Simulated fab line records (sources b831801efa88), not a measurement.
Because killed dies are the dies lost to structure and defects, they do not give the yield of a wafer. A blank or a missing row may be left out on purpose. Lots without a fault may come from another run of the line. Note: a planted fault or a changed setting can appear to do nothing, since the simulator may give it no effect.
fab line records	flow sky130
record: lots: 24	wafers: 72	last-day: 50
route steps=708 shown POLY_GATE@218 LDD_P@262 CONTACT@411 METAL1@452 VIA1@478
lots untouched by any fault: they come from a run of this same line in which no faults occurred
start-h: hours from the record's opening day to when the first of the lot's shown wafers began	wait-h: hours since the lot's step before	" as in the row above	L1.1+2: a single row standing in for several wafers	- no value, or no start given	* or withheld: withheld	< > ~ a bound
route shown NAME@n: NAME is a module with steps in the file, n the number in the route of the first one	usual: mean/standard deviation taken from wafers without a fault	same: alike in all rows	chamber/n: place in a boat	sites: per-site readings	_std_site: how widely they spread, as a standard deviation	_edge_site: the outer-site mean with the inner-site mean subtracted	radius-mm: for every site, how far away it sits from the centre of the wafer	mask NAME#n: copy n	behind: the tool/chamber that last shaped the wafer	hold: why the lot went on hold/how many hours it stayed there/how the hold came to an end	device: the n, p or np transistor that did not switch	end of line: tests run on the same wafers once the route is complete	a step with no rows: only its recipe	killed: at the first sort, the dies lost to defects and structure; wafer yield is something else	map: a wafer's dies, marking killed ones x, the rest . and places with no die _
set.NAME: the setting the step ran with; set.NAME@STEP: the setting that earlier step ran with	model.NAME: the simulator's own value behind a step, which no gauge read
steps of the route over a sample of lots; a table a step, a row a wafer
services: from which hour (start-h, from the record's first day; less than 0 if before it) a tool's chamber was out of use, for how many hours, and why
== steps ==
step: SKY_POLY_GATE_THK_MEAS_04
recipe: reads: Si3N4_of_POLY_GATE_CVD_03
usual: POLY_GATE_CVD_03_THK: 75.0/0.63
lot.wafer	tool	chamber	start-h	wait-h	POLY_GATE_CVD_03_THK[nm]
L074.3	film-metro-03	-	335.73	0.0	75.2
L074.5	"	-	"	"	74.9
L074.6	"	-	"	"	74.7
L075.3	film-metro-03	-	340.81	0.0	76.0
L075.5	"	-	"	"	75.6
L075.6	"	-	"	"	75.7
L076.2	film-metro-03	-	347.26	0.0	74.6
L076.4	"	-	"	"	74.4
L076.6	"	-	"	"	74.7
L077.1	film-metro-03	-	357.88	0.0	75.5
L077.4	"	-	"	"	75.2
L077.5	"	-	"	"	75.9
L078.1	film-metro-04	-	363.26	0.0	75.1
L078.4	"	-	"	"	75.0
L078.5	"	-	"	"	75.5
L080.1	film-metro-03	-	382.40	0.0	75.7
L080.3	"	-	"	"	74.8
L080.4	"	-	"	"	76.1
L079.2	film-metro-04	-	382.41	0.0	74.1
L079.5	"	-	"	"	74.8
L079.6	"	-	"	"	74.0
L081.3	film-metro-03	-	391.21	0.0	75.2
L081.4	"	-	"	"	75.2
L081.6	"	-	"	"	75.1
L082.3	film-metro-04	-	397.07	0.0	73.3
L082.4	"	-	"	"	74.1
L082.6	"	-	"	"	74.1
L083.1	film-metro-04	-	413.54	0.0	74.3
L083.2	"	-	"	"	73.9
L083.4	"	-	"	"	73.6
L084.1	film-metro-03	-	424.84	0.0	74.1
L084.2	"	-	"	"	74.6
L084.4	"	-	"	"	74.8
L085.1	film-metro-03	-	426.19	0.0	74.4
L085.4	"	-	"	"	74.6
L085.5	"	-	"	"	74.2
L086.2	film-metro-03	-	437.81	0.0	74.2
L086.4	"	-	"	"	74.5
L086.5	"	-	"	"	75.0
L087.1	film-metro-02	-	444.66	0.0	74.6
L087.3	"	-	"	"	74.3
L087.5	"	-	"	"	74.5
L088.1	film-metro-02	-	455.23	0.0	75.7
L088.3	"	-	"	"	75.0
L088.4	"	-	"	"	75.6
L089.1	film-metro-04	-	464.14	0.0	75.2
L089.4	"	-	"	"	76.2
L089.5	"	-	"	"	75.3
L090.1	film-metro-04	-	468.97	0.0	75.0
L090.4	"	-	"	"	74.4
L090.5	"	-	"	"	74.5
L091.2	film-metro-04	-	485.50	0.0	75.0
L091.3	"	-	"	"	74.7
L091.4	"	-	"	"	75.1
L092.4	film-metro-03	-	501.38	0.0	75.7
L092.5	"	-	"	"	75.2
L092.6	"	-	"	"	75.5
L097.1	film-metro-02	-	546.50	0.0	75.7
L097.2	"	-	"	"	76.2
L097.4	"	-	"	"	75.7
L094.3	film-metro-03	-	547.87	0.0	74.4
L094.4	"	-	"	"	74.6
L094.6	"	-	"	"	74.8
L095.1	film-metro-03	-	549.59	0.0	75.2
L095.3	"	-	"	"	75.5
L095.6	"	-	"	"	76.1
L093.2	film-metro-02	-	551.73	0.0	74.3
L093.5	"	-	"	"	73.9
L093.6	"	-	"	"	74.4
L096.2	film-metro-02	-	554.29	0.0	75.2
L096.3	"	-	"	"	75.0
L096.4	"	-	"	"	75.1
step: SKY_POLY_GATE_ETCH_15
recipe: chemistry: N2/H2	target: BARC	ion-energy-ev: 200	source-w: 500	bias-w: 100	pressure-mtorr: 30	n2-flow-sccm: 100	h2-flow-sccm: 200	stop-on: SiO2	time-s: 118.5	target-depth-a: 1100
usual: bias-w: 99.98/0.29	drypump-motor-current-A: 5.7/0.34	oes-product-au: 0.717/0.0045	throttle-valve-pct: 13.213/0.0085
lot.wafer	tool	chamber	start-h	wait-h	bias-w	drypump-motor-current-A	oes-product-au	rf-hours-counter-h	throttle-valve-pct
L074.3	rie-diel-02	1	363.26	0.0	100.38	6.3	0.716	8	13.207
L074.5	"	3	"	"	100.14	5.0	0.715	-	13.223
L074.6	"	2	"	"	100.31	5.7	0.717	-	13.205
L075.3	rie-diel-02	2	368.16	0.0	99.68	5.8	0.723	3	13.216
L075.5	"	1	"	"	100.17	6.3	0.708	-	13.200
L075.6	"	2	"	"	99.67	5.8	0.715	-	13.204
L076.2	rie-diel-03	1	374.61	0.0	99.75	6.3	0.726	1	13.211
L076.4	"	1	"	"	99.97	6.3	0.727	-	13.207
L076.6	"	3	"	"	100.30	5.7	0.708	-	13.229
L077.1	rie-diel-04	2	386.01	0.0	99.98	6.0	0.710	6	13.216
L077.4	"	0	"	"	100.14	5.7	0.716	98	13.191
L077.5	"	1	"	"	99.90	5.7	0.718	-	13.223
L078.1	rie-diel-04	3	391.89	0.0	100.36	5.6	0.718	7	13.213
L078.4	"	2	"	"	100.12	6.0	0.716	6	13.201
L078.5	"	2	"	"	99.94	6.0	0.710	-	13.205
L079.2	rie-diel-03	0	412.53	0.0	99.70	5.7	0.720	100	13.202
L079.5	"	3	"	"	99.61	5.8	0.721	-	13.216
L079.6	"	0	"	"	99.70	5.7	0.717	-	13.196
L080.1	rie-diel-04	1	412.88	0.0	100.66	5.7	0.714	11	13.213
L080.3	"	0	"	"	99.67	5.8	0.727	99	13.229
L080.4	"	2	"	"	100.44	6.0	0.716	6	13.210
L081.3	rie-diel-03	3	421.28	0.0	100.21	5.7	0.727	91	13.210
L081.4	"	2	"	"	100.33	5.7	0.716	7	13.214
L081.6	"	2	"	"	99.79	5.7	0.718	-	13.203
L082.3	rie-diel-03	0	427.88	0.0	100.18	5.7	0.713	101	13.206
L082.4	"	3	"	"	100.55	5.8	0.723	91	13.215
L082.6	"	3	"	"	100.68	5.8	0.713	-	13.213
L083.1	rie-diel-04	0	444.78	0.0	99.66	5.8	0.725	99	13.195
L083.2	"	1	"	"	99.87	5.7	0.722	12	13.196
L083.4	"	2	"	"	100.38	6.0	0.721	7	13.202
L084.1	rie-diel-02	1	456.63	0.0	100.48	6.3	0.717	10	13.219
L084.2	"	2	"	"	99.66	5.7	0.718	5	13.221
L084.4	"	0	"	"	99.91	5.5	0.716	14	13.213
L085.1	rie-diel-04	0	457.84	0.0	100.20	5.8	0.720	100	13.210
L085.4	"	2	"	"	99.71	6.0	0.723	7	13.214
L085.5	"	3	"	"	100.07	5.5	0.719	-	13.230
L086.2	rie-diel-02	1	468.59	0.0	99.82	6.3	0.716	10	13.214
L086.4	"	3	"	"	99.93	5.0	0.717	10	13.220
L086.5	"	2	"	"	99.98	5.7	0.714	-	13.199
L087.1	rie-diel-04	2	475.39	0.0	99.92	6.0	0.711	8	13.218
L087.3	"	3	"	"	100.07	5.5	0.716	9	13.204
L087.5	"	1	"	"	100.24	5.7	0.713	-	13.215
L088.1	rie-diel-03	3	485.88	0.0	100.08	5.7	0.717	93	13.215
L088.3	"	2	"	"	99.39	5.7	0.715	8	13.212
L088.4	"	0	"	"	100.22	5.7	0.715	0	13.206
L089.1	rie-diel-04	1	494.48	0.0	99.86	5.7	0.725	13	13.217
L089.4	"	0	"	"	99.78	5.7	0.720	0	13.204
L089.5	"	2	"	"	100.12	6.0	0.713	-	13.224
L090.1	rie-diel-04	0	499.48	0.0	100.12	5.7	0.704	0	13.216
L090.4	"	1	"	"	99.79	5.7	0.714	13	13.212
L090.5	"	3	"	"	99.93	5.5	0.711	-	13.235
L091.2	rie-diel-02	3	515.53	0.0	99.76	5.0	0.710	10	13.210
L091.3	"	2	"	"	100.31	5.7	0.717	6	13.224
L091.4	"	1	"	"	100.24	6.3	0.718	11	13.209
L092.4	rie-diel-02	1	531.43	0.0	99.93	6.3	0.721	11	13.219
L092.5	"	1	"	"	100.28	6.3	0.717	-	13.221
L092.6	"	0	"	"	99.80	5.5	0.719	-	13.234
L097.1	rie-diel-02	1	576.99	0.0	99.94	6.3	0.718	12	13.215
L097.2	"	0	"	"	99.61	5.5	0.711	16	13.212
L097.4	"	2	"	"	99.51	5.7	0.723	6	13.214
L094.3	rie-diel-04	0	577.86	0.0	99.82	5.7	0.716	1	13.207
L094.4	"	2	"	"	99.76	6.0	0.711	10	13.212
L094.6	"	3	"	"	100.06	5.5	0.724	-	13.215
L095.1	rie-diel-02	1	579.41	0.0	99.78	6.3	0.713	12	13.225
L095.3	"	2	"	"	100.36	5.7	0.712	7	13.211
L095.6	"	1	"	"	99.50	6.3	0.720	-	13.207
L093.2	rie-diel-02	3	581.11	0.0	99.87	5.0	0.728	11	13.217
L093.5	"	3	"	"	100.06	5.0	0.716	-	13.222
L093.6	"	0	"	"	99.75	5.5	0.723	-	13.208
L096.2	rie-diel-02	0	584.99	0.0	100.56	5.5	0.723	17	13.227
L096.3	"	1	"	"	99.89	6.3	0.719	12	13.216
L096.4	"	3	"	"	100.28	5.0	0.716	12	13.226
step: SKY_LDD_P_CD_MEAS_07
recipe: target-cd-nm: 380
usual: cd-nm: 380.0/2.3
lot.wafer	tool	chamber	start-h	wait-h	cd-nm
L074.3	cd-sem-02	-	424.93	0.1	381.0
L074.5	"	-	"	"	379.7
L074.6	"	-	"	"	380.5
L075.3	cd-sem-01	-	431.97	0.1	381.5
L075.5	"	-	"	"	382.6
L075.6	"	-	"	"	381.7
L076.2	cd-sem-02	-	437.60	0.1	377.8
L076.4	"	-	"	"	377.7
L076.6	"	-	"	"	377.8
L077.1	cd-sem-01	-	451.32	0.1	380.3
L077.4	"	-	"	"	380.8
L077.5	"	-	"	"	381.2
L078.1	cd-sem-01	-	458.07	0.1	381.2
L078.4	"	-	"	"	382.5
L078.5	"	-	"	"	381.0
L079.2	cd-sem-01	-	477.56	0.1	380.3
L079.5	"	-	"	"	380.1
L079.6	"	-	"	"	379.7
L080.1	cd-sem-02	-	477.57	0.1	381.8
L080.3	"	-	"	"	383.3
L080.4	"	-	"	"	382.4
L081.3	cd-sem-01	-	486.06	0.1	386.0
L081.4	"	-	"	"	384.7
L081.6	"	-	"	"	384.9
L082.3	cd-sem-01	-	494.53	0.1	375.8
L082.4	"	-	"	"	377.6
L082.6	"	-	"	"	378.4
L083.1	cd-sem-02	-	508.79	0.1	377.8
L083.2	"	-	"	"	375.4
L083.4	"	-	"	"	374.5
L084.1	cd-sem-01	-	523.18	0.1	375.5
L084.2	"	-	"	"	377.2
L084.4	"	-	"	"	377.0
L085.1	cd-sem-02	-	524.43	0.1	380.8
L085.4	"	-	"	"	379.8
L085.5	"	-	"	"	376.7
L086.2	cd-sem-02	-	532.00	0.1	377.5
L086.4	"	-	"	"	377.4
L086.5	"	-	"	"	376.1
L087.1	cd-sem-02	-	538.78	0.1	381.8
L087.3	"	-	"	"	380.1
L087.5	"	-	"	"	380.8
L088.1	cd-sem-01	-	548.17	0.1	376.4
L088.3	"	-	"	"	377.6
L088.4	"	-	"	"	379.0
L089.1	cd-sem-01	-	557.09	0.1	379.7
L089.4	"	-	"	"	378.1
L089.5	"	-	"	"	381.6
L090.1	cd-sem-01	-	561.72	0.1	379.0
L090.4	"	-	"	"	377.2
L090.5	"	-	"	"	380.6
L091.2	cd-sem-01	-	578.10	0.1	379.6
L091.3	"	-	"	"	381.6
L091.4	"	-	"	"	382.1
L092.4	cd-sem-01	-	594.35	0.1	380.7
L092.5	"	-	"	"	379.2
L092.6	"	-	"	"	380.0
L097.1	cd-sem-02	-	638.94	0.1	380.6
L097.2	"	-	"	"	380.3
L097.4	"	-	"	"	380.3
L094.3	cd-sem-02	-	639.58	0.1	381.8
L094.4	"	-	"	"	381.2
L094.6	"	-	"	"	380.2
L095.1	cd-sem-02	-	640.53	0.1	384.9
L095.3	"	-	"	"	383.2
L095.6	"	-	"	"	384.9
L093.2	cd-sem-02	-	641.46	0.1	383.6
L093.5	"	-	"	"	380.3
L093.6	"	-	"	"	381.0
L096.2	cd-sem-02	-	646.74	0.1	377.5
L096.3	"	-	"	"	380.9
L096.4	"	-	"	"	379.3
step: SKY_CONTACT_BOW_MEAS_05
recipe: mode: bow
usual: CONTACT_BOW: 82/6.9
lot.wafer	tool	chamber	start-h	wait-h	CONTACT_BOW[um]
L074.3	film-metro-03	-	701.19	0.3	76
L074.5	"	-	"	"	83
L074.6	"	-	"	"	87
L075.3	film-metro-03	-	708.02	0.2	82
L075.5	"	-	"	"	88
L075.6	"	-	"	"	78
L076.2	film-metro-03	-	710.41	0.3	78
L076.4	"	-	"	"	75
L076.6	"	-	"	"	76
L077.1	film-metro-03	-	722.99	0.2	78
L077.4	"	-	"	"	89
L077.5	"	-	"	"	83
L078.1	film-metro-03	-	729.92	0.3	77
L078.4	"	-	"	"	84
L078.5	"	-	"	"	71
L079.2	film-metro-04	-	743.57	0.3	86
L079.5	"	-	"	"	87
L079.6	"	-	"	"	83
L080.1	film-metro-03	-	747.85	0.1	76
L080.3	"	-	"	"	95
L080.4	"	-	"	"	73
L081.3	film-metro-03	-	754.84	0.3	86
L081.4	"	-	"	"	87
L081.6	"	-	"	"	84
L082.3	film-metro-01	-	762.81	0.3	88
L082.4	"	-	"	"	85
L082.6	"	-	"	"	98
L083.1	film-metro-04	-	777.33	0.2	81
L083.2	"	-	"	"	67
L083.4	"	-	"	"	76
L084.1	film-metro-04	-	785.66	0.1	91
L084.2	"	-	"	"	97
L084.4	"	-	"	"	85
L085.1	film-metro-01	-	787.16	0.2	83
L085.4	"	-	"	"	73
L085.5	"	-	"	"	91
L086.2	film-metro-04	-	795.74	0.2	88
L086.4	"	-	"	"	81
L086.5	"	-	"	"	78
L087.1	film-metro-04	-	799.43	0.1	74
L087.3	"	-	"	"	69
L087.5	"	-	"	"	90
L088.1	film-metro-01	-	810.12	0.2	91
L088.3	"	-	"	"	85
L088.4	"	-	"	"	75
L089.1	film-metro-04	-	819.83	0.1	78
L089.4	"	-	"	"	86
L089.5	"	-	"	"	76
L090.1	film-metro-04	-	825.04	0.2	85
L090.4	"	-	"	"	83
L090.5	"	-	"	"	85
L091.2	film-metro-03	-	834.81	0.1	92
L091.3	"	-	"	"	81
L091.4	"	-	"	"	69
L092.4	film-metro-03	-	849.44	0.2	74
L092.5	"	-	"	"	88
L092.6	"	-	"	"	68
L094.3	film-metro-03	-	890.56	0.2	84
L094.4	"	-	"	"	89
L094.6	"	-	"	"	91
L097.1	film-metro-01	-	890.97	0.1	85
L097.2	"	-	"	"	94
L097.4	"	-	"	"	92
L095.1	film-metro-01	-	891.92	0.1	94
L095.3	"	-	"	"	95
L095.6	"	-	"	"	75
L093.2	film-metro-03	-	893.98	0.2	71
L093.5	"	-	"	"	81
L093.6	"	-	"	"	72
L096.2	film-metro-01	-	897.80	0.2	67
L096.3	"	-	"	"	78
L096.4	"	-	"	"	81
step: SKY_METAL1_ETCH_18
recipe: chemistry: N2/H2	target: BARC	ion-energy-ev: 200	bias-w: 100	pressure-mtorr: 30	n2-flow-sccm: 100	h2-flow-sccm: 200	icp-w: 500	stop-on: SiO2	time-s: 45.9	target-depth-a: 600
usual: bias-w: 100.0/0.32	drypump-motor-current-A: 5.7/0.47	he-backside-leak-sccm: 3.25/0.2	oes-product-au: 0.855/0.0049	throttle-valve-pct: 13.225/0.0093
lot.wafer	tool	chamber	start-h	wait-h	bias-w	drypump-motor-current-A	he-backside-leak-sccm	oes-product-au	rf-hours-counter-h	throttle-valve-pct
L074.3	rie-metal-01	0	756.54	0.0	99.6	5.7	2.88	0.858	-	13.225
L074.5	"	1	"	"	99.8	5.0	3.20	0.860	-	13.205
L074.6	"	0	"	"	99.9	5.7	3.09	0.861	-	13.231
L075.3	rie-metal-01	0	764.31	0.0	100.4	5.7	3.15	0.858	-	13.217
L075.5	"	0	"	"	100.0	5.7	3.31	0.858	-	13.217
L075.6	"	1	"	"	100.3	5.0	3.22	0.854	-	13.211
L076.2	rie-metal-04	1	766.87	0.0	100.0	6.4	3.29	0.857	13	13.227
L076.4	"	1	"	"	99.9	6.4	3.28	0.859	-	13.232
L076.6	"	0	"	"	100.0	5.8	2.88	0.856	-	13.236
L077.1	rie-metal-04	1	779.69	0.0	99.8	6.3	3.10	0.861	13	13.209
L077.4	"	1	"	"	100.0	6.4	3.12	0.858	-	13.213
L077.5	"	0	"	"	99.8	5.8	3.38	0.856	-	13.228
L078.1	rie-metal-01	1	785.47	0.1	100.2	5.0	3.29	0.860	15	13.222
L078.4	"	1	"	"	100.4	5.0	3.39	0.861	-	13.219
L078.5	"	1	"	"	100.2	5.0	3.28	0.850	-	13.220
L079.2	rie-metal-04	1	799.97	0.0	100.1	6.4	3.46	0.856	14	13.212
L079.5	"	0	"	"	100.4	5.8	3.42	0.861	-	13.254
L079.6	"	1	"	"	99.8	6.4	3.37	0.858	-	13.216
L080.1	rie-metal-01	0	803.21	0.1	100.5	5.7	3.38	0.861	0	13.225
L080.3	"	0	"	"	100.4	5.7	3.05	0.848	-	13.222
L080.4	"	0	"	"	100.6	5.7	3.16	0.859	-	13.220
L081.3	rie-metal-04	1	811.04	0.0	100.0	6.4	3.55	0.846	-	13.216
L081.4	"	0	"	"	100.2	5.7	3.33	0.848	-	13.226
L081.6	"	0	"	"	99.6	5.8	3.40	0.855	-	13.227
L082.3	rie-metal-03	1	817.44	0.0	100.0	5.8	3.03	0.846	-	13.220
L082.4	"	0	"	"	100.1	6.3	3.59	0.857	-	13.238
L082.6	"	0	"	"	100.1	6.3	3.59	0.842	-	13.219
L083.1	rie-metal-01	0	832.37	0.0	100.3	5.7	3.04	0.851	2	13.231
L083.2	"	1	"	"	100.1	5.0	2.96	0.863	0	13.222
L083.4	"	0	"	"	100.7	5.8	3.15	0.855	-	13.246
L084.1	rie-metal-04	0	840.69	0.0	99.7	5.8	3.31	0.855	8	13.229
L084.2	"	1	"	"	100.1	6.4	3.34	0.858	15	13.225
L084.4	"	0	"	"	99.8	5.8	3.11	0.853	-	13.220
L085.1	rie-metal-01	0	842.22	0.0	100.1	5.8	2.95	0.848	2	13.244
L085.4	"	1	"	"	100.0	5.0	3.26	0.855	-	13.228
L085.5	"	0	"	"	100.2	5.8	3.23	0.856	-	13.230
L086.2	rie-metal-03	0	850.47	0.0	99.4	6.3	3.43	0.852	11	13.235
L086.4	"	1	"	"	100.4	5.8	3.18	0.848	-	13.236
L086.5	"	1	"	"	100.7	5.8	3.17	0.853	-	13.221
L087.1	rie-metal-03	0	853.82	0.0	100.0	6.3	3.51	0.854	11	13.223
L087.3	"	0	"	"	99.9	6.3	3.42	0.852	-	13.237
L087.5	"	1	"	"	99.7	5.8	3.11	0.858	-	13.234
L088.1	rie-metal-01	0	864.58	0.0	99.6	5.8	3.33	0.862	3	13.244
L088.3	"	0	"	"	99.4	5.8	3.13	0.848	-	13.225
L088.4	"	1	"	"	99.5	5.0	3.21	0.852	-	13.237
L089.1	rie-metal-04	0	874.12	0.0	100.1	5.8	2.93	0.853	10	13.229
L089.4	"	0	"	"	100.5	5.8	2.83	0.853	-	13.224
L089.5	"	1	"	"	100.2	6.4	2.74	0.849	-	13.221
L090.1	rie-metal-03	0	880.57	0.0	99.9	6.3	3.67	0.856	12	13.242
L090.4	"	0	"	"	99.8	6.3	3.71	0.858	-	13.236
L090.5	"	1	"	"	100.2	5.8	3.04	0.861	-	13.233
L091.2	rie-metal-01	1	888.34	0.0	99.8	5.0	3.24	0.844	3	13.238
L091.3	"	0	"	"	99.5	5.7	3.20	0.859	-	13.224
L091.4	"	1	"	"	100.5	5.0	3.28	0.854	-	13.213
L092.4	rie-metal-01	1	902.56	0.0	99.5	5.0	3.28	0.858	-	13.232
L092.5	"	0	"	"	100.4	5.7	3.35	0.846	-	13.243
L092.6	"	1	"	"	100.1	5.0	3.28	0.854	-	13.213
L094.3	rie-metal-04	0	943.05	0.0	99.6	5.8	3.38	0.848	-	13.241
L094.4	"	1	"	"	99.4	6.4	3.34	0.850	-	13.220
L094.6	"	0	"	"	99.9	5.8	3.39	0.857	-	13.220
L097.1	rie-metal-01	1	943.44	0.0	100.3	5.0	3.20	0.861	5	13.213
L097.2	"	0	"	"	99.7	5.7	3.33	0.851	7	13.218
L097.4	"	1	"	"	100.6	5.0	3.20	0.846	-	13.234
L095.1	rie-metal-03	1	944.32	0.0	99.9	5.8	3.26	0.849	7	13.226
L095.3	"	0	"	"	99.8	6.3	3.41	0.857	-	13.223
L095.6	"	1	"	"	100.6	5.8	3.08	0.864	-	13.228
L093.2	rie-metal-01	1	946.64	0.0	99.7	5.0	3.15	0.854	5	13.216
L093.5	"	1	"	"	99.7	5.0	3.23	0.855	-	13.212
L093.6	"	0	"	"	100.4	5.8	3.12	0.861	-	13.212
L096.2	rie-metal-01	0	949.77	0.0	100.1	5.7	3.11	0.852	7	13.225
L096.3	"	0	"	"	100.1	5.7	3.26	0.859	-	13.221
L096.4	"	1	"	"	100.3	5.0	3.21	0.847	-	13.217
step: SKY_VIA1_SPUTTER_20
recipe: material: TiN	target-thk-nm: 20	chamber-pressure-pa: 5	power-w: 4000	time-s: 80
usual: throttle-valve-pct: 30.3/0.82
lot.wafer	tool	chamber	start-h	wait-h	throttle-valve-pct
L074.3	pvd-sputter-02	-	785.10	0.0	29.5
L074.5	"	-	"	"	31.2
L074.6	"	-	"	"	29.4
L075.3	pvd-sputter-04	-	792.77	0.0	31.2
L075.5	"	-	"	"	31.4
L075.6	"	-	"	"	29.3
L076.2	pvd-sputter-04	-	795.87	0.0	30.7
L076.4	"	-	"	"	30.8
L076.6	"	-	"	"	30.8
L077.1	pvd-sputter-02	-	808.50	0.0	30.8
L077.4	"	-	"	"	29.2
L077.5	"	-	"	"	29.0
L078.1	pvd-sputter-02	-	814.65	0.0	31.5
L078.4	"	-	"	"	29.0
L078.5	"	-	"	"	28.9
L079.2	pvd-sputter-01	-	828.57	0.0	31.1
L079.5	"	-	"	"	30.2
L079.6	"	-	"	"	31.3
L080.1	pvd-sputter-02	-	832.02	0.0	31.4
L080.3	"	-	"	"	29.6
L080.4	"	-	"	"	30.7
L081.3	pvd-sputter-02	-	839.71	0.0	30.8
L081.4	"	-	"	"	29.0
L081.6	"	-	"	"	29.2
L082.3	pvd-sputter-04	-	845.31	0.0	29.3
L082.4	"	-	"	"	30.9
L082.6	"	-	"	"	30.6
L083.1	pvd-sputter-02	-	860.56	0.0	29.2
L083.2	"	-	"	"	31.1
L083.4	"	-	"	"	30.4
L084.1	pvd-sputter-01	-	869.87	0.0	31.0
L084.2	"	-	"	"	31.2
L084.4	"	-	"	"	29.2
L085.1	pvd-sputter-04	-	871.22	0.0	29.4
L085.4	"	-	"	"	31.0
L085.5	"	-	"	"	30.6
L086.2	pvd-sputter-02	-	878.60	0.0	31.4
L086.4	"	-	"	"	30.6
L086.5	"	-	"	"	29.2
L087.1	pvd-sputter-02	-	882.83	0.0	31.4
L087.3	"	-	"	"	29.7
L087.5	"	-	"	"	29.4
L088.1	pvd-sputter-01	-	892.34	0.0	30.4
L088.3	"	-	"	"	31.4
L088.4	"	-	"	"	29.3
L089.1	pvd-sputter-04	-	901.21	0.0	30.6
L089.4	"	-	"	"	31.0
L089.5	"	-	"	"	29.3
L090.1	pvd-sputter-02	-	908.07	0.0	29.9
L090.4	"	-	"	"	30.6
L090.5	"	-	"	"	29.9
L091.2	pvd-sputter-04	-	915.66	0.0	30.7
L091.3	"	-	"	"	29.5
L091.4	"	-	"	"	31.0
L092.4	pvd-sputter-01	-	928.83	0.0	31.0
L092.5	"	-	"	"	29.3
L092.6	"	-	"	"	30.2
L094.3	pvd-sputter-04	-	969.74	0.0	30.6
L094.4	"	-	"	"	29.2
L094.6	"	-	"	"	31.2
L097.1	pvd-sputter-02	-	970.08	0.0	29.7
L097.2	"	-	"	"	29.2
L097.4	"	-	"	"	31.2
L095.1	pvd-sputter-04	-	971.60	0.0	31.1
L095.3	"	-	"	"	30.7
L095.6	"	-	"	"	30.7
L093.2	pvd-sputter-02	-	973.02	0.0	29.6
L093.5	"	-	"	"	31.3
L093.6	"	-	"	"	30.9
L096.2	pvd-sputter-04	-	976.37	0.0	30.9
L096.3	"	-	"	"	30.7
L096.4	"	-	"	"	30.8
== services ==
tool	chamber	start-h	hours	kind
rie-diel-04	3	339.84	4.3	repair
pvd-sputter-04	-	346.18	3.2	repair
rie-diel-04	1	363.95	12.2	repair
rie-diel-04	1	377.15	3.0	repair
pvd-sputter-04	-	390.52	3.3	repair
pvd-sputter-02	-	399.21	0.5	repair
pvd-sputter-02	-	410.40	1.1	repair
pvd-sputter-02	-	438.35	2.6	repair
rie-diel-02	0	472.11	1.7	repair
pvd-sputter-04	-	495.06	3.5	repair
rie-diel-02	1	541.07	3.3	repair
rie-diel-02	-	552.89	15.6	pm
rie-diel-02	0	571.97	3.5	repair
pvd-sputter-02	-	608.65	3.3	repair
rie-diel-02	-	614.11	0.9	repair
pvd-sputter-04	-	634.36	1.7	repair
rie-diel-04	0	662.13	2.4	repair
rie-diel-04	1	662.46	16.5	repair
rie-diel-02	0	692.55	27.0	repair
pvd-sputter-02	-	732.71	4.8	repair
rie-diel-02	3	768.92	11.6	repair
rie-diel-02	1	800.10	1.3	repair
rie-diel-02	3	823.65	17.4	repair
rie-diel-02	-	947.96	2.8	pm
== key ==
fault none
